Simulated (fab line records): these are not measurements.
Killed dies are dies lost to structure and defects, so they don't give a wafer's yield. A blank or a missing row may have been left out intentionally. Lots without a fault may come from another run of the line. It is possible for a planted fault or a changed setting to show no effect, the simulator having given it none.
What tool caused it? :: flow gf180mcu :: 30 wafers from 10 lots sampled at 6 of the route's 602 steps

== WHAT THE GAUGES SHOWED, per wafer ==
GF_MIM_RS_MEAS_10: a four-point-probe measurement.
lot: L497
measured: day 25 01:37
on: filmMetro-01
MIM_ALCU_RS (ohm/sq): 0.1591 0.1565 0.1611

lot: L498
measured: day 25 02:00
on: filmMetro-04
MIM_ALCU_RS (ohm/sq): 0.1612 0.1606 0.1604

lot: L499
measured: day 25 11:59
on: filmMetro-01
MIM_ALCU_RS (ohm/sq): 0.1609 0.1634 0.1616

lot: L500
measured: day 25 22:19
on: filmMetro-02
MIM_ALCU_RS (ohm/sq): 0.1590 0.1602 0.1584

lot: L501
measured: day 26 04:48
on: filmMetro-04
MIM_ALCU_RS (ohm/sq): 0.1596 0.1587 0.1581

lot: L502
measured: day 26 17:58
on: filmMetro-02
MIM_ALCU_RS (ohm/sq): 0.1596 0.1603 0.1598

lot: L510
measured: day 29 00:47
on: filmMetro-02
MIM_ALCU_RS (ohm/sq): 0.1589 0.1693 0.1592

lot: L511
measured: day 29 06:59
on: filmMetro-02
MIM_ALCU_RS (ohm/sq): 0.1686 0.1589 0.1563

lot: L517
measured: day 30 23:44
on: filmMetro-04
MIM_ALCU_RS (ohm/sq): 0.1619 0.1612 0.1632

lot: L519
measured: day 31 13:40
on: filmMetro-04
MIM_ALCU_RS (ohm/sq): 0.1594 0.1592 0.1609

GF_MIM_THK_MEAS_11: measures by xrf.
lot: L497
measured: day 25 01:44
on: filmMetro-01
MIM_ALCU_THK (nm): 203.2 206.7 203.5

lot: L498
measured: day 25 02:07
on: filmMetro-04
MIM_ALCU_THK (nm): 198.9 201.0 200.1

lot: L499
measured: day 25 12:07
on: filmMetro-01
MIM_ALCU_THK (nm): 199.8 199.1 202.4

lot: L500
measured: day 25 22:25
on: filmMetro-02
MIM_ALCU_THK (nm): 205.6 202.8 205.8

lot: L501
measured: day 26 04:55
on: filmMetro-04
MIM_ALCU_THK (nm): 201.7 204.8 204.2

lot: L502
measured: day 26 18:05
on: filmMetro-02
MIM_ALCU_THK (nm): 203.4 203.0 202.8

lot: L510
measured: day 29 00:54
on: filmMetro-02
MIM_ALCU_THK (nm): 205.3 194.5 205.4

lot: L511
measured: day 29 07:07
on: filmMetro-02
MIM_ALCU_THK (nm): 196.8 205.3 210.7

lot: L517
measured: day 30 23:52
on: filmMetro-04
MIM_ALCU_THK (nm): 199.9 199.8 198.4

lot: L519
measured: day 31 13:46
on: filmMetro-04
MIM_ALCU_THK (nm): 203.0 204.3 202.2

== WHICH TOOL RAN EACH LOT (tool, then ch and the chambers of the sampled wafers, then the start) ==
lot: L497
GF_V4_SPUTTER_22: pvdSputter-04, day 24 22:19
GF_MIM_SPUTTER_02: pvdSputter-03, day 25 01:17
GF_MIM_SPUTTER_04: pvdSputter-03, day 25 01:20
GF_MIM_SPUTTER_08: pvdSputter-03, day 25 01:30

lot: L498
GF_V4_SPUTTER_22: pvdSputter-02, day 25 00:30
GF_MIM_SPUTTER_02: pvdSputter-02, day 25 01:43
GF_MIM_SPUTTER_04: pvdSputter-02, day 25 01:46
GF_MIM_SPUTTER_08: pvdSputter-03, day 25 01:57

lot: L499
GF_V4_SPUTTER_22: pvdSputter-02, day 25 10:57
GF_MIM_SPUTTER_02: pvdSputter-01, day 25 11:43
GF_MIM_SPUTTER_04: pvdSputter-01, day 25 11:46
GF_MIM_SPUTTER_08: pvdSputter-03, day 25 11:56

lot: L500
GF_V4_SPUTTER_22: pvdSputter-04, day 25 21:14
GF_MIM_SPUTTER_02: pvdSputter-03, day 25 22:01
GF_MIM_SPUTTER_04: pvdSputter-03, day 25 22:04
GF_MIM_SPUTTER_08: pvdSputter-01, day 25 22:14

lot: L501
GF_V4_SPUTTER_22: pvdSputter-04, day 26 03:44
GF_MIM_SPUTTER_02: pvdSputter-03, day 26 04:30
GF_MIM_SPUTTER_04: pvdSputter-03, day 26 04:33
GF_MIM_SPUTTER_08: pvdSputter-01, day 26 04:43

lot: L502
GF_V4_SPUTTER_22: pvdSputter-03, day 26 16:55
GF_MIM_SPUTTER_02: pvdSputter-03, day 26 17:41
GF_MIM_SPUTTER_04: pvdSputter-03, day 26 17:44
GF_MIM_SPUTTER_08: pvdSputter-01, day 26 17:55

lot: L510
GF_V4_SPUTTER_22: pvdSputter-04, day 28 23:43
GF_MIM_SPUTTER_02: pvdSputter-02, day 29 00:29
GF_MIM_SPUTTER_04: pvdSputter-02, day 29 00:32
GF_MIM_SPUTTER_08: pvdSputter-01, day 29 00:43

lot: L511
GF_V4_SPUTTER_22: pvdSputter-03, day 29 05:56
GF_MIM_SPUTTER_02: pvdSputter-02, day 29 06:42
GF_MIM_SPUTTER_04: pvdSputter-02, day 29 06:45
GF_MIM_SPUTTER_08: pvdSputter-01, day 29 06:56

lot: L517
GF_V4_SPUTTER_22: pvdSputter-03, day 30 22:41
GF_MIM_SPUTTER_02: pvdSputter-01, day 30 23:27
GF_MIM_SPUTTER_04: pvdSputter-01, day 30 23:30
GF_MIM_SPUTTER_08: pvdSputter-03, day 30 23:41

lot: L519
GF_V4_SPUTTER_22: pvdSputter-03, day 31 12:35
GF_MIM_SPUTTER_02: pvdSputter-01, day 31 13:21
GF_MIM_SPUTTER_04: pvdSputter-01, day 31 13:24
GF_MIM_SPUTTER_08: pvdSputter-03, day 31 13:35
- GF_V4_SPUTTER_22: material TiN, target thk 10 nm, time 40 s.
- GF_MIM_SPUTTER_02: material AlCu, target thk 450 nm, time 23.9 s.
- GF_MIM_SPUTTER_04: material TiN, target thk 50 nm, time 41.7 s.
- GF_MIM_SPUTTER_08: material AlCu, target thk 200 nm, time 10.6 s.

== WHAT THE TOOLS THEMSELVES READ (means of the sampled wafers that have a number; where no wafer has one, the mark that the record gives instead) ==
GF_V4_SPUTTER_22.
lot: L497
tool: pvdSputter-04
chamberPressurePa (Pa): 5.010
throttleValvePct (%): 29.9

lot: L498
tool: pvdSputter-02
chamberPressurePa (Pa): 5.018
throttleValvePct (%): 30.9

lot: L499
tool: pvdSputter-02
chamberPressurePa (Pa): 4.995
throttleValvePct (%): 31.1

lot: L500
tool: pvdSputter-04
chamberPressurePa (Pa): 5.004
throttleValvePct (%): 30.1

lot: L501
tool: pvdSputter-04
chamberPressurePa (Pa): 5.005
throttleValvePct (%): 31.2

lot: L502
tool: pvdSputter-03
chamberPressurePa (Pa): 4.997
throttleValvePct (%): 29.8

lot: L510
tool: pvdSputter-04
chamberPressurePa (Pa): 4.998
throttleValvePct (%): 29.1

lot: L511
tool: pvdSputter-03
chamberPressurePa (Pa): 4.998
throttleValvePct (%): 29.8

lot: L517
tool: pvdSputter-03
chamberPressurePa (Pa): 5.009
throttleValvePct (%): 29.6

lot: L519
tool: pvdSputter-03
chamberPressurePa (Pa): 5.007
throttleValvePct (%): 29.8

GF_MIM_SPUTTER_02.
lot: L497
tool: pvdSputter-03
chamberPressurePa (Pa): 0.3996
throttleValvePct (%): 31.1

lot: L498
tool: pvdSputter-02
chamberPressurePa (Pa): 0.4005
throttleValvePct (%): 30.1

lot: L499
tool: pvdSputter-01
chamberPressurePa (Pa): 0.4001
throttleValvePct (%): 29.7

lot: L500
tool: pvdSputter-03
chamberPressurePa (Pa): 0.3999
throttleValvePct (%): 30.3

lot: L501
tool: pvdSputter-03
chamberPressurePa (Pa): 0.4000
throttleValvePct (%): 30.3

lot: L502
tool: pvdSputter-03
chamberPressurePa (Pa): 0.4006
throttleValvePct (%): 29.5

lot: L510
tool: pvdSputter-02
chamberPressurePa (Pa): 0.3998
throttleValvePct (%): 30.0

lot: L511
tool: pvdSputter-02
chamberPressurePa (Pa): 0.4005
throttleValvePct (%): 30.6

lot: L517
tool: pvdSputter-01
chamberPressurePa (Pa): 0.3995
throttleValvePct (%): 29.1

lot: L519
tool: pvdSputter-01
chamberPressurePa (Pa): 0.4002
throttleValvePct (%): 29.8

GF_MIM_SPUTTER_04.
lot: L497
tool: pvdSputter-03
chamberPressurePa (Pa): 0.3996
throttleValvePct (%): 31.1

lot: L498
tool: pvdSputter-02
chamberPressurePa (Pa): 0.3998
throttleValvePct (%): 30.1

lot: L499
tool: pvdSputter-01
chamberPressurePa (Pa): 0.3996
throttleValvePct (%): 29.6

lot: L500
tool: pvdSputter-03
chamberPressurePa (Pa): 0.3990
throttleValvePct (%): 30.4

lot: L501
tool: pvdSputter-03
chamberPressurePa (Pa): 0.3998
throttleValvePct (%): 30.1

lot: L502
tool: pvdSputter-03
chamberPressurePa (Pa): 0.4008
throttleValvePct (%): 29.3

lot: L510
tool: pvdSputter-02
chamberPressurePa (Pa): 0.3993
throttleValvePct (%): 30.3

lot: L511
tool: pvdSputter-02
chamberPressurePa (Pa): 0.3993
throttleValvePct (%): 30.5

lot: L517
tool: pvdSputter-01
chamberPressurePa (Pa): 0.4002
throttleValvePct (%): 28.9

lot: L519
tool: pvdSputter-01
chamberPressurePa (Pa): 0.3994
throttleValvePct (%): 29.7

GF_MIM_SPUTTER_08.
lot: L497
tool: pvdSputter-03
chamberPressurePa (Pa): 0.3995
throttleValvePct (%): 32.5

lot: L498
tool: pvdSputter-03
chamberPressurePa (Pa): 0.3999
throttleValvePct (%): 29.1

lot: L499
tool: pvdSputter-03
chamberPressurePa (Pa): 0.3999
throttleValvePct (%): 30.3

lot: L500
tool: pvdSputter-01
chamberPressurePa (Pa): 0.4000
throttleValvePct (%): 29.8

lot: L501
tool: pvdSputter-01
chamberPressurePa (Pa): 0.4004
throttleValvePct (%): 29.6

lot: L502
tool: pvdSputter-01
chamberPressurePa (Pa): 0.4001
throttleValvePct (%): 29.6

lot: L510
tool: pvdSputter-01
chamberPressurePa (Pa): 0.4383
throttleValvePct (%): 27.5

lot: L511
tool: pvdSputter-01
chamberPressurePa (Pa): 0.4391
throttleValvePct (%): 28.1

lot: L517
tool: pvdSputter-03
chamberPressurePa (Pa): 0.3986
throttleValvePct (%): 31.6

lot: L519
tool: pvdSputter-03
chamberPressurePa (Pa): 0.3997
throttleValvePct (%): 31.6

== THE ANSWER, worked out from the rows above alone ==
Rule: the usual values come from the lots themselves. The widest of any qualifying gaps counts: lots, ordered by their means at a reading, are off when they make up no more than a third of the lots, leave a main group of 4 or more, and stand apart from it by 3 or more times the standard deviation of that group's means. A main group is skipped when, at the precision printed for the reading in the tables above, its means are all equal. Also off: a lot with no number at a reading for which 4 or more lots have one. The other lots that the step has rows for count as sound. Order of review: gauges by route order, followed by the tools' own readings, for which a lot's mean as printed above is used. The first step at which some lot is off is used, and at that step the reading that is off furthest; a lot without a number counts as furthest.
Off: L510, L511 (GF_MIM_SPUTTER_08, chamberPressurePa). The main group: mean 0.3998 Pa, standard deviation 0.0005.
If a tool, at that step or one of the process steps before it, ran each lot that is off and ran no sound lot following the first of them, it fits. This does not decide it: 2 tools fit, namely pvdSputter-02 at GF_MIM_SPUTTER_02 and GF_MIM_SPUTTER_04 and pvdSputter-01 at GF_MIM_SPUTTER_08.

== WHAT HAD BEEN PUT IN BY THE SIMULATOR ==
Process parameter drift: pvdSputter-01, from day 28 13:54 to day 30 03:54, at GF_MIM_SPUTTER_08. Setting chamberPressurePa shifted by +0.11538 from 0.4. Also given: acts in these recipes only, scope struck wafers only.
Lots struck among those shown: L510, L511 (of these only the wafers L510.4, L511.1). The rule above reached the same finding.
